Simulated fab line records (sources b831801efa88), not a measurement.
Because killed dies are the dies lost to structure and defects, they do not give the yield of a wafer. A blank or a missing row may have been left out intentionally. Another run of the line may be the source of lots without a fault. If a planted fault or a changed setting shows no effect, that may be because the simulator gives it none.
Chamber matching	flow sfqLine	cmp-02 running SFQ_TRILAYER_I6_CMP_CMP_166: 4 sister chambers
The step polishes SiO2. 7 wafers are shown with their chamber, then 8 later ones without.

## WAFERS PAIRED WITH THEIR CHAMBERS
wafer	chamber	motorCurrentA (A)	timeToEndpointS (s)
L690.2	0	9.0	218
L692.5	1	9.8	217
L699.1	1	10.4	206
L699.3	3	12.6	209
L701.3	3	12.2	219
L701.5	2	10.4	227
L705.2	2	9.9	208

## WAFERS WITHOUT THEIR CHAMBER
wafer	motorCurrentA (A)	timeToEndpointS (s)
L705.3	10.4	206
L705.4	9.2	218
L706.3	8.6	196
L706.5	9.2	211
L706.6	10.3	208
L710.3	10.9	212
L710.4	10.5	216
L710.5	10.3	220

## WHICH CHAMBER EACH ONE RAN IN
wafer	from the rows above	in truth
L705.3	can't be placed: 1 or 2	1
L705.4	0	0
L706.3	can't be placed: 0 or 1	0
L706.5	can't be placed: 0 or 1 or 2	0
L706.6	can't be placed: 1 or 2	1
L710.3	can't be placed: 2 or 1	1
L710.4	can't be placed: 2 or 1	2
L710.5	can't be placed: 2 or 1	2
Correctly placed: 1 of 8. Can't be placed from these rows: 7 (the true chamber is among the candidates in 7). Number placed wrongly: 0.
How it was worked out, from the rows above alone: a wafer's distance from a chamber is the root of the sum, over the readings, of the square of ((its reading less the chamber's mean) divided by the reading's scatter). If the next closest chamber is less than 2 further off than the closest, the wafer can't be placed; otherwise it belongs to the closest. A chamber's mean is the mean of its shown wafers. The scatter: the root of (the sum of the squares of (reading less its chamber's mean) over the shown wafers, divided by (wafers less chambers)).
